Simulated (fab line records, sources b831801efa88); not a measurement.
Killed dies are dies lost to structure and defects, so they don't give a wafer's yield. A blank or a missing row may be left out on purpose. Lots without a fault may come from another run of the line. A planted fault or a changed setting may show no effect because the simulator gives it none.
Problem report in the 8D (eight disciplines) form, filled by code | flow gf180mcu | the parts of the form that need people (team, actions taken, sign-off) are left out

1. THE PROBLEM
beam_energy_keV at GF_LVPWELL_IMPLANT_09 reads a mean of 56.202 on 6 wafers of 2 lots; wafers without a fault read 60.000 with a standard deviation of 0.02. That is -99 or more standard deviations from the usual mean.
First seen on wafer L315.1, day 5 22:29, on implanter-02. The record holds 18 wafers of 6 lots with a number at this step. Rule for "out", or "out of limits": more than 4 standard deviations from the usual mean. The other wafers with a number count as sound.

2. WHAT IT IS AND WHAT IT IS NOT
question                    | is                     | is not
which readings at this step | beam_energy_keV        | -
which lots                  | L315, L318             | L312, L324, L325, L327
which wafers of those lots  | all that have a number | -
read on which tools         | implanter-02           | implanter-01, implanter-03
when                        | from day 5 22:29       | up to then (3 sound wafers); but 9 sound wafers of L324, L325, L327 came after

3. SUSPECTS, AND WHAT RULES EACH OUT
Counting: a tool at a process step up to the reading stays a suspect if it ran every lot that is out and no sound lot after the first of them.
- plasma_asher-02 at GF_NWELL_STRIP_10 (strips in O2/N2): ruled out as a lasting fault. Sound lots L325 ran on it after its first lot that is out, L315 (day 5 08:26).
- implanter-02 at GF_LVPWELL_IMPLANT_09: kept. It ran every lot that is out, first L315 (day 5 22:29), and no sound lot after that; its last sound lot up to then is L312 (day 5 05:52). Its own readings are out on those wafers: beam_energy_keV.
Left after counting: implanter-02 at GF_LVPWELL_IMPLANT_09.

4. THE CAUSE (what the simulator had put in)
Process parameter drift: implanter-02, from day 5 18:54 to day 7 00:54, at GF_LVPWELL_IMPLANT_09. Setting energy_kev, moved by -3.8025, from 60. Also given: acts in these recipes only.
Counting left only this tool.

5. THE CHAIN OF EFFECTS, in route order
Each row: a reading whose mean over the struck wafers that have a number lies more than 3 standard deviations from the usual. Only readings for which the record gives a usual standard deviation are gone through. hours: the time from each lot's start at the first step in this table that gives one to its start at this step, as a median over the lots. sigmas: the change in usual standard deviations.
hours | step                  | reading         | usual  | on struck wafers | change | sigmas
0     | GF_LVPWELL_IMPLANT_09 | beam_energy_keV | 60.000 | 56.202           | -3.798 | -99 or more
The process steps in it:
- GF_LVPWELL_IMPLANT_09

6. WHAT WOULD HAVE CAUGHT IT SOONER
In this record the first reading out of limits was taken at day 5 22:29, 4 hours after the fault began at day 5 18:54.
